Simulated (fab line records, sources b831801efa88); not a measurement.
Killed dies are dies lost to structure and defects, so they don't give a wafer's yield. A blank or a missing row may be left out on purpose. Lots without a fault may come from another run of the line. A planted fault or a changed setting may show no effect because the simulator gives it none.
Chamber matching | flow sky130 | SKY_LI_CONTACT_ETCH_15 on rie_diel-01: 4 sister chambers
The step etches PSG in C4F8/O2/Ar, stops on Si, target depth 600 nm. 20 wafers are shown with their chamber, then 10 later ones without.

WAFERS WITH THEIR CHAMBER
wafer  | chamber | oes_product_au (a.u.) | bias_w (W) | chamber_pressure_mTorr (mTorr)
L076.2 | 1       | 0.839                 | 1202       | 39.97
L076.3 | 3       | 0.835                 | 1203       | 39.99
L076.4 | 2       | 0.831                 | 1200       | 40.02
L079.1 | 3       | 0.837                 | 1205       | 40.01
L079.2 | 0       | 0.839                 | 1200       | 40.03
L079.5 | 3       | 0.830                 | 1203       | 39.98
L082.3 | 2       | 0.833                 | 1195       | 40.00
L082.5 | 3       | 0.839                 | 1193       | 40.00
L082.6 | 0       | 0.843                 | 1207       | 40.01
L083.1 | 1       | 0.835                 | 1195       | 39.99
L083.2 | 2       | 0.843                 | 1198       | 40.04
L083.6 | 0       | 0.837                 | 1195       | 40.00
L084.1 | 1       | 0.848                 | 1200       | 40.03
L084.2 | 2       | 0.830                 | 1197       | 39.96
L084.4 | 1       | 0.837                 | 1206       | 39.93
L086.3 | 0       | 0.842                 | 1199       | 40.06
L086.4 | 1       | 0.842                 | 1205       | 40.02
L086.5 | 3       | 0.837                 | 1202       | 40.03
L087.1 | 0       | 0.837                 | 1203       | 39.96
L087.3 | 1       | 0.831                 | 1200       | 39.97

SIGNATURES (means of the wafers above)
reading                | chamber 0 | chamber 1 | chamber 2 | chamber 3 | scatter within a chamber
oes_product_au         | 0.83960   | 0.83867   | 0.83425   | 0.83560   | 0.00473
bias_w                 | 1200.80   | 1201.33   | 1197.50   | 1201.20   | 4.05
chamber_pressure_mTorr | 40.0120   | 39.9850   | 40.0050   | 40.0020   | 0.0328
Rule: a wafer's distance from a chamber is the root of the sum, over the readings, of the square of ((its reading less the chamber's mean) divided by the reading's scatter). The wafer belongs to the nearest chamber; if the next one is less than 2 further off, it can't be placed. The scatter: the root of (the sum of the squares of (reading less its chamber's mean) over the shown wafers, divided by (wafers less chambers)).

WAFERS WITHOUT THEIR CHAMBER
wafer  | oes_product_au (a.u.) | bias_w (W) | chamber_pressure_mTorr (mTorr)
L087.5 | 0.836                 | 1192       | 40.02
L089.1 | 0.834                 | 1197       | 39.99
L089.2 | 0.837                 | 1201       | 40.03
L089.6 | 0.832                 | 1198       | 40.01
L094.2 | 0.833                 | 1198       | 40.01
L094.4 | 0.842                 | 1202       | 39.99
L094.6 | 0.831                 | 1204       | 39.95
L096.1 | 0.837                 | 1203       | 39.93
L096.3 | 0.833                 | 1204       | 40.02
L096.5 | 0.832                 | 1196       | 40.00

WHICH CHAMBER EACH WENT THROUGH
wafer  | from the rows above               | in truth
L087.5 | can't be placed: 2 or 0 or 3 or 1 | 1
L089.1 | can't be placed: 2 or 3 or 1 or 0 | 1
L089.2 | can't be placed: 0 or 3 or 2 or 1 | 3
L089.6 | can't be placed: 2 or 3 or 0 or 1 | 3
L094.2 | can't be placed: 2 or 3 or 0 or 1 | 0
L094.4 | can't be placed: 1 or 0 or 3 or 2 | 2
L094.6 | can't be placed: 3 or 1 or 2 or 0 | 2
L096.1 | can't be placed: 1 or 3 or 0 or 2 | 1
L096.3 | can't be placed: 3 or 0 or 2 or 1 | 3
L096.5 | can't be placed: 2 or 3 or 1 or 0 | 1
Placed correctly: 0 of 10. Can't be placed from these rows: 10 (the true chamber is among the candidates in 10). Placed wrongly: 0.
